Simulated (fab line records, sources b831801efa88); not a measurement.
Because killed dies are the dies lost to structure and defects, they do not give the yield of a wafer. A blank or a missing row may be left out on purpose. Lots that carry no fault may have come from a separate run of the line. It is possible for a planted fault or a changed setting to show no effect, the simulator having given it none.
The tool behind it: which one? -- flow sky130 -- 13 lots with 39 wafers sampled at 3 steps, on a route of 708 steps

WHAT EACH GAUGE READ, for each wafer
SKY_NWELL_RS_MEAS_29: uses a four-point probe to measure. Usual: NWELL_RS typically reads 625.2 ohm/sq, with standard deviation 1.7.
lot,measured,on,NWELL_RS (ohm/sq),flag
L345,day 5 06:46,film-metro-02,625.2 624.8 624.4,
L347,day 5 20:09,film-metro-04,626.0 625.8 624.4,
L348,day 6 03:13,film-metro-02,628.5 625.1 626.7,
L349,day 6 08:03,film-metro-04,627.3 627.9 628.0,
L351,day 6 21:16,film-metro-03,626.0 624.3 627.3,
L354,day 7 13:10,film-metro-03,621.9 622.4 621.8,
L356,day 8 00:59,film-metro-02,623.7 624.8 625.5,
L357,day 8 04:58,film-metro-02,624.3 625.7 623.0,
L358,day 8 15:58,film-metro-03,623.5 624.8 626.3,
L360,day 9 05:26,film-metro-04,628.1 626.7 625.3,
L366,day 10 23:11,film-metro-02,626.9 628.0 628.8,
L367,day 11 07:34,film-metro-02,625.5 625.3 624.6,
L368,day 11 08:20,film-metro-03,621.0 623.9 623.2,

SKY_POLY_CUT_OVL_MEAS_09. Usual: POLY_CUT_OVL typically reads 1 nm, with standard deviation 5.6.
lot,measured,on,POLY_CUT_OVL (nm),flag
L345,day 23 20:05,overlay-01,-5 0 -6,
L347,day 25 08:32,overlay-02,5 0 -2,
L348,day 25 13:58,overlay-01,-10 1 -2,
L349,day 25 18:05,overlay-02,-5 -4 -5,
L351,day 26 17:27,overlay-02,-4 -1 2,
L354,day 27 10:59,overlay-02,-1 -5 -6,
L356,day 28 08:23,overlay-02,1 4 3,
L357,day 28 08:18,overlay-01,7 10 1,
L358,day 29 00:11,overlay-01,-3 -1 -7,
L360,day 29 18:46,overlay-02,4 -9 -2,
L366,day 31 19:08,overlay-01,7 -7 11,
L367,day 32 03:20,overlay-02,-2 -5 3,
L368,day 32 09:52,overlay-02,11 9 8,

TOOL THAT RAN EACH LOT (tool first, then ch and the chambers of the sampled wafers, then the start)
lot,SKY_VT_ADJUST_PCH_DEVELOP_06
L345,"litho-track-02 ch 0, day 10 08:00"
L347,"litho-track-01 ch 0, day 11 00:00"
L348,"litho-track-04 ch 0, day 11 10:00"
L349,"litho-track-01 ch 0, day 11 15:00"
L351,"litho-track-02 ch 0, day 12 09:00"
L354,"litho-track-01 ch 0, day 13 04:00"
L356,"litho-track-01 ch 0, day 13 23:00"
L357,"litho-track-01 ch 0, day 14 03:00"
L358,"litho-track-01 ch 0, day 14 16:00"
L360,"litho-track-02 ch 0, day 15 08:00"
L366,"litho-track-01 ch 0, day 17 14:00"
L367,"litho-track-04 ch 0, day 18 00:00"
L368,"litho-track-01 ch 0, day 18 03:00"
- SKY_VT_ADJUST_PCH_DEVELOP_06: develop time 60 s.

AS READ BY THE TOOLS THEMSELVES (means over the sampled wafers that have a number; for cases with no such wafer, the mark the record gives instead)
SKY_VT_ADJUST_PCH_DEVELOP_06. Usual: chill-plate-temp-C 22.99 C, standard deviation 0.1; developer-temp-C 22.98 C, standard deviation 0.11.
lot,tool,chill-plate-temp-C (C),developer-temp-C (C),flag
L345,litho-track-02,22.87,23.01,
L347,litho-track-01,22.95,22.87,
L348,litho-track-04,23.03,22.85,
L349,litho-track-01,23.00,23.03,
L351,litho-track-02,23.01,23.11,
L354,litho-track-01,22.87,22.98,
L356,litho-track-01,23.02,23.04,
L357,litho-track-01,23.08,22.03,OFF
L358,litho-track-01,23.07,22.10,OFF
L360,litho-track-02,23.03,23.05,
L366,litho-track-01,22.86,22.93,
L367,litho-track-04,23.09,23.07,
L368,litho-track-01,22.85,23.04,

THE ANSWER, worked out from the rows above alone
Rule: lot off if the mean of its wafers having a number is beyond 3 standard deviations from the usual mean. Also off: a lot with no number at a reading for which 4 or more lots have one. Where the step has rows for the other lots, those lots are counted as sound. The gauges are gone through in route order, then the tools' own readings, and for those a lot's mean is taken as printed above. At the first step where some lot is off, the reading lying furthest off is the one used; lots without a number count as furthest.
Off, at SKY_VT_ADJUST_PCH_DEVELOP_06 on developer-temp-C: L357, L358.
If a tool, at that step or one of the process steps before it, ran each lot that is off and ran no sound lot following the first of them, it fits. Of those tried, none fits.

WHAT THE SIMULATOR HAD INSERTED
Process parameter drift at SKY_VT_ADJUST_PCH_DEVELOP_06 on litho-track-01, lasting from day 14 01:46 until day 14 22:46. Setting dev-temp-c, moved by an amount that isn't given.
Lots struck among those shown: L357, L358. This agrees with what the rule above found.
